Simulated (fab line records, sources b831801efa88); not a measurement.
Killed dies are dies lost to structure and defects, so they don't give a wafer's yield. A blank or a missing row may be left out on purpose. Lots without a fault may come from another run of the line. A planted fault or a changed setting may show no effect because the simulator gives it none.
Which tool did it? | flow sky130 | 10 lots, 30 wafers sampled, at 6 steps of a route of 708

WHAT THE GAUGES READ, wafer by wafer
SKY_METAL2_RS_MEAS_05: measures by four-point-probe. Usual: METAL2_ALCU_RS 0.1266 ohm/sq, standard deviation 0.0013.
lot  | measured     | on            | METAL2_ALCU_RS (ohm/sq)                   | flag
L907 | day 34 21:41 | film_metro-02 | 0.1275 0.1291 0.1265                      |
L908 | day 34 23:49 | film_metro-01 | 0.1261 0.1291 0.1272                      |
L909 | day 35 01:28 | film_metro-02 | 0.1273 0.1273 0.1258                      |
L915 | day 37 03:48 | film_metro-01 | 0.1320 0.1315 0.1337 0.1319 0.1317 0.1334 | OFF
L918 | day 37 23:07 | film_metro-04 | 0.1316 0.1324 0.1325 0.1316 0.1322 0.1322 | OFF
L919 | day 38 08:35 | film_metro-01 | 0.1263 0.1275 0.1292                      |
L923 | day 39 13:32 | film_metro-02 | 0.1259 0.1249 0.1258                      |
L924 | day 39 14:34 | film_metro-02 | 0.1252 0.1276 0.1261                      |
L927 | day 41 02:33 | film_metro-04 | 0.1251 0.1286 0.1260                      |
L929 | day 41 04:28 | film_metro-02 | 0.1269 0.1282 0.1285                      |

SKY_METAL2_THK_MEAS_06: measures by xrf. Usual: METAL2_ALCU_THK 249.7 nm, standard deviation 2.7.
lot  | measured     | on            | METAL2_ALCU_THK (nm)                | flag
L907 | day 34 21:47 | film_metro-02 | 247.2 244.6 248.8                   |
L908 | day 34 23:55 | film_metro-01 | 250.8 243.8 246.5                   |
L909 | day 35 01:34 | film_metro-02 | 247.5 248.4 251.1                   |
L915 | day 37 11:56 | film_metro-01 | 238.0 237.4 237.6 239.4 241.1 236.4 | OFF
L918 | day 38 06:46 | film_metro-04 | 240.3 237.1 238.6 240.1 238.3 239.5 | OFF
L919 | day 38 08:42 | film_metro-01 | 251.1 248.7 244.6                   |
L923 | day 39 13:38 | film_metro-02 | 253.1 254.4 253.0                   |
L924 | day 39 14:41 | film_metro-02 | 254.5 249.9 252.7                   |
L927 | day 41 02:40 | film_metro-04 | 252.2 247.2 252.2                   |
L929 | day 41 04:34 | film_metro-02 | 250.3 245.6 247.4                   |

WHICH TOOL RAN EACH LOT (tool, then ch and the chambers of the sampled wafers, then the start)
lot  | SKY_METAL1_DESCUM_17              | SKY_VIA1_CMP_02               | SKY_METAL2_SPUTTER_02        | SKY_METAL2_SPUTTER_03
L907 | rie_metal-04 ch 0,1, day 33 16:22 | cmp-02 ch 0,2, day 33 17:20   | pvd_sputter-01, day 34 21:34 | pvd_sputter-01, day 34 21:35
L908 | rie_metal-02 ch 0,1, day 33 18:57 | cmp-01 ch 1,3, day 33 19:53   | pvd_sputter-03, day 34 23:41 | pvd_sputter-03, day 34 23:43
L909 | rie_metal-03 ch 0,1, day 33 19:40 | cmp-02 ch 0,1, day 33 20:40   | pvd_sputter-01, day 35 01:19 | pvd_sputter-01, day 35 01:20
L915 | rie_metal-04 ch 0,1, day 35 22:51 | cmp-01 ch 0,1,3, day 35 23:53 | pvd_sputter-01, day 37 03:43 | pvd_sputter-01, day 37 03:44
L918 | rie_metal-03 ch 0,1, day 36 18:36 | cmp-02 ch 2,3, day 36 19:34   | pvd_sputter-01, day 37 23:01 | pvd_sputter-01, day 37 23:02
L919 | rie_metal-04 ch 0,1, day 37 04:13 | cmp-02 ch 0,1,3, day 37 05:13 | pvd_sputter-03, day 38 08:29 | pvd_sputter-03, day 38 08:31
L923 | rie_metal-02 ch 0,1, day 38 08:52 | cmp-01 ch 1,2,3, day 38 09:52 | pvd_sputter-02, day 39 13:24 | pvd_sputter-02, day 39 13:25
L924 | rie_metal-04 ch 0, day 38 10:25   | cmp-01 ch 1,2, day 38 11:22   | pvd_sputter-03, day 39 14:29 | pvd_sputter-03, day 39 14:31
L927 | rie_metal-03 ch 1, day 39 23:26   | cmp-01 ch 0,2, day 40 00:28   | pvd_sputter-03, day 41 02:28 | pvd_sputter-03, day 41 02:29
L929 | rie_metal-04 ch 0, day 40 00:34   | cmp-01 ch 0,2,3, day 40 01:34 | pvd_sputter-01, day 41 04:20 | pvd_sputter-01, day 41 04:22
- SKY_METAL1_DESCUM_17: chemistry O2, time 8 s.
- SKY_VIA1_CMP_02: polishes SiO2.
- SKY_METAL2_SPUTTER_02: material AlCu, target thk 250 nm, time 13.3 s.
- SKY_METAL2_SPUTTER_03: material Ti, target thk 5 nm, time 3.3 s.

WHAT THE TOOLS THEMSELVES READ (means of the sampled wafers that have a number; where no wafer has one, the mark that the record gives instead)
SKY_METAL1_DESCUM_17. Usual: drypump_motor_current_A 5.74 A, standard deviation 0.29; oes_product_au 0.997 a.u., standard deviation 0.0097.
lot  | tool         | drypump_motor_current_A (A) | oes_product_au (a.u.) | flag
L907 | rie_metal-04 | 5.47                        | 1.010                 |
L908 | rie_metal-02 | 5.76                        | 0.994                 |
L909 | rie_metal-03 | 6.11                        | 0.993                 |
L915 | rie_metal-04 | 5.56                        | 0.999                 |
L918 | rie_metal-03 | 5.95                        | 1.012                 |
L919 | rie_metal-04 | 5.47                        | 0.986                 |
L923 | rie_metal-02 | 5.74                        | 0.996                 |
L924 | rie_metal-04 | 5.37                        | 0.980                 |
L927 | rie_metal-03 | 6.32                        | 1.004                 |
L929 | rie_metal-04 | 5.36                        | 0.992                 |

SKY_VIA1_CMP_02. Usual: motor_current_A 11.3 A, standard deviation 0.78; slurry_flow_ml_min 150.0, standard deviation 0.49.
lot  | tool   | motor_current_A (A) | slurry_flow_ml_min | flag
L907 | cmp-02 | 11.4                | 150.1              |
L908 | cmp-01 | 12.0                | 150.0              |
L909 | cmp-02 | 11.9                | 150.7              |
L915 | cmp-01 | 11.5                | 149.1              |
L918 | cmp-02 | 10.9                | 150.5              |
L919 | cmp-02 | 11.8                | 149.7              |
L923 | cmp-01 | 11.5                | 149.5              |
L924 | cmp-01 | 11.2                | 150.4              |
L927 | cmp-01 | 10.9                | 150.0              |
L929 | cmp-01 | 10.9                | 150.1              |

SKY_METAL2_SPUTTER_02. Usual: cathode_dc_power_W 10600 W, standard deviation 1.9; throttle_valve_pct 30.2 %, standard deviation 1.3.
lot  | tool           | cathode_dc_power_W (W) | throttle_valve_pct (%) | flag
L907 | pvd_sputter-01 | 10600                  | 29.5                   |
L908 | pvd_sputter-03 | 10599                  | 30.3                   |
L909 | pvd_sputter-01 | 10599                  | 31.2                   |
L915 | pvd_sputter-01 | 10092                  | 29.6                   | OFF
L918 | pvd_sputter-01 | 10087                  | 29.1                   | OFF
L919 | pvd_sputter-03 | 10600                  | 30.8                   |
L923 | pvd_sputter-02 | 10599                  | 31.0                   |
L924 | pvd_sputter-03 | 10600                  | 29.5                   |
L927 | pvd_sputter-03 | 10601                  | 30.0                   |
L929 | pvd_sputter-01 | 10599                  | 29.0                   |

SKY_METAL2_SPUTTER_03. Usual: cathode_dc_power_W 3000.1 W, standard deviation 0.59; throttle_valve_pct 30.2 %, standard deviation 1.3.
lot  | tool           | cathode_dc_power_W (W) | throttle_valve_pct (%) | flag
L907 | pvd_sputter-01 | 3000.2                 | 29.7                   |
L908 | pvd_sputter-03 | 3000.2                 | 30.3                   |
L909 | pvd_sputter-01 | 3000.1                 | 31.4                   |
L915 | pvd_sputter-01 | 2999.6                 | 29.5                   |
L918 | pvd_sputter-01 | 3000.2                 | 29.2                   |
L919 | pvd_sputter-03 | 3000.4                 | 30.6                   |
L923 | pvd_sputter-02 | 3000.1                 | 30.8                   |
L924 | pvd_sputter-03 | 3000.5                 | 29.5                   |
L927 | pvd_sputter-03 | 3000.4                 | 29.9                   |
L929 | pvd_sputter-01 | 2999.8                 | 29.0                   |

THE ANSWER, worked out from the rows above alone
Rule: a lot is off if the mean of its wafers that have a number lies more than 3 standard deviations from the usual mean. A lot without any number at a reading at which 4 lots or more have one is off too. The other lots that the step has rows for count as sound. The gauges are gone through in route order, then the tools' own readings, and for those a lot's mean is taken as printed above. The first step at which some lot is off is used, and at that step the reading that is off furthest; a lot without a number counts as furthest.
Off: L915, L918, at SKY_METAL2_RS_MEAS_05 (METAL2_ALCU_RS).
A tool fits if, at a process step before that reading, it ran every lot that is off, and no sound lot after the first of them. The gauges at SKY_METAL2_RS_MEAS_05 aren't tried: what is off there is off at SKY_METAL2_SPUTTER_02 too, on other tools, and a gauge's error can't cause that. None of those tried fits.

WHAT THE SIMULATOR HAD PUT IN
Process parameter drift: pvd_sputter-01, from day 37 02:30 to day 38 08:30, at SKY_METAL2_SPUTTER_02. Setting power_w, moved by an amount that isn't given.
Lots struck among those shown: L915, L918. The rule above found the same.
